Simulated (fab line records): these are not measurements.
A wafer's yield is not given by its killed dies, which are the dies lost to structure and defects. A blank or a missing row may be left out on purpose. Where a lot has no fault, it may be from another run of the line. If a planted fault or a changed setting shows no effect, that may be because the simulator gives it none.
A struck lot beside a sound one + flow sky130 + 15 steps out of a route of 708
Sound: the wafers L375.1, L375.3, L375.4. Struck: wafer L368.2 (left out: L368.3, a lot-mate that was not struck); the cause follows at the end.
For every step that has rows: the tool of each side, followed by ch and its chambers, followed by its first start. Under that, the readings that differ: sound wafers + struck wafers + difference of the means + sigmas: that difference in standard deviations of wafers without a fault.
alike: readings with means less than 2 such deviations apart, plus words and numbers identical on both sides. not compared: withheld readings, readings lacking a value on some wafer, bounds such as >300 that could conceal the same value, and numbers that have no deviation in the record and whose values overlap.
The two part at a step that has a row with sigmas, a row that says differs or no value, or rows on one side only. Numbers that don't overlap but have no deviation are shown without sigmas and don't part them. A reading that every wafer of one side lacks parts them only if that side has two wafers or more.

SKY_SPACER_ETCHBACK_02: etches Si3N4 in CH3F/O2, stops on SiO2, time 46.7 s, target depth 45 nm.
  sound on rieDiel-01 ch 1,2,3, day 29 22:13; struck on rieDiel-01 ch 1, day 27 10:29
| reading             | sound             | struck | difference | sigmas |
|---------------------|-------------------|--------|------------|--------|
| oesProductAu (a.u.) | 0.867 0.866 0.859 | 0.849  | -0.015     | -3     |
  alike: drypumpMotorCurrentA, throttleValvePct
  not compared: rfHoursCounterH
then, 8 steps without rows for these wafers: SKY_POLY_CUT_DEHYDRATE_00 (time 60 s); SKY_POLY_CUT_HMDS_01 (prime time 60 s); SKY_POLY_CUT_COAT_02 (resist thk 60 nm); SKY_POLY_CUT_COAT_03 (resist thk 450 nm); SKY_POLY_CUT_SOFTBAKE_04 (time 90 s); SKY_POLY_CUT_EXPOSE_05 (exposes mask NPCM, target cd 270 nm); SKY_POLY_CUT_PEB_06; SKY_POLY_CUT_DEVELOP_07 (develop time 60 s).
SKY_POLY_CUT_CD_MEAS_08: the cd target is 270 nm.
  sound on cdSem-02, day 31 01:45; struck on cdSem-02, day 28 15:06
  alike: cdNm
SKY_POLY_CUT_OVL_MEAS_09:
  sound on overlay-02, day 31 01:52; struck on overlay-01, day 28 15:12
  alike: POLY_CUT_OVL
SKY_POLY_CUT_ETCH_10: etches BARC in N2/H2, stops on SiO2, time 45.9 s, target depth 60 nm.
  sound on rieDiel-01 ch 0,2,3, day 31 01:55; struck on rieDiel-04 ch 0, day 28 15:14
  alike: drypumpMotorCurrentA, oesProductAu, runLengthS, throttleValvePct
  not compared: rfHoursCounterH
SKY_POLY_CUT_ETCH_11: etches Si3N4 in CF4/CH2F2/Ar, stops on poly-Si, time 42.5 s, target depth 60 nm.
  sound on rieDiel-01 ch 0,2,3, day 31 01:57; struck on rieDiel-04 ch 0, day 28 15:17
| reading             | sound             | struck | difference | sigmas |
|---------------------|-------------------|--------|------------|--------|
| oesProductAu (a.u.) | 0.828 0.825 0.833 | 0.869  | +0.040     | +6     |
| runLengthS (s)      | 70.5 71.4 71.7    | 68.5   | -2.7       | -6     |
  alike: drypumpMotorCurrentA, throttleValvePct
  not compared: rfHoursCounterH
SKY_POLY_CUT_STRIP_12: strips in O2/N2.
  sound on plasmaAsher-03 ch 0,1, day 31 01:59; struck on plasmaAsher-02 ch 0, day 28 15:19
  alike: drypumpMotorCurrentA, o2FlowSccm, oesProductAu, stripTimeToEndpointS
  not compared: rfHoursCounterH
-- record jumps: 20 days separate the struck wafers' starts on either side; left off in module POLY_CUT, taken up again in module PAD_OPEN, whose first shown step is the route's number 708 --
SKY_PAD_OPEN_PROBE_99:
  record: rows for the struck wafers here (prober-02, day 49 00:28), none for the sound ones

WHERE THEY PART
At SKY_SPACER_ETCHBACK_02 first; at SKY_PAD_OPEN_PROBE_99 last (within this record only).

WHY: what had been put in by the simulator
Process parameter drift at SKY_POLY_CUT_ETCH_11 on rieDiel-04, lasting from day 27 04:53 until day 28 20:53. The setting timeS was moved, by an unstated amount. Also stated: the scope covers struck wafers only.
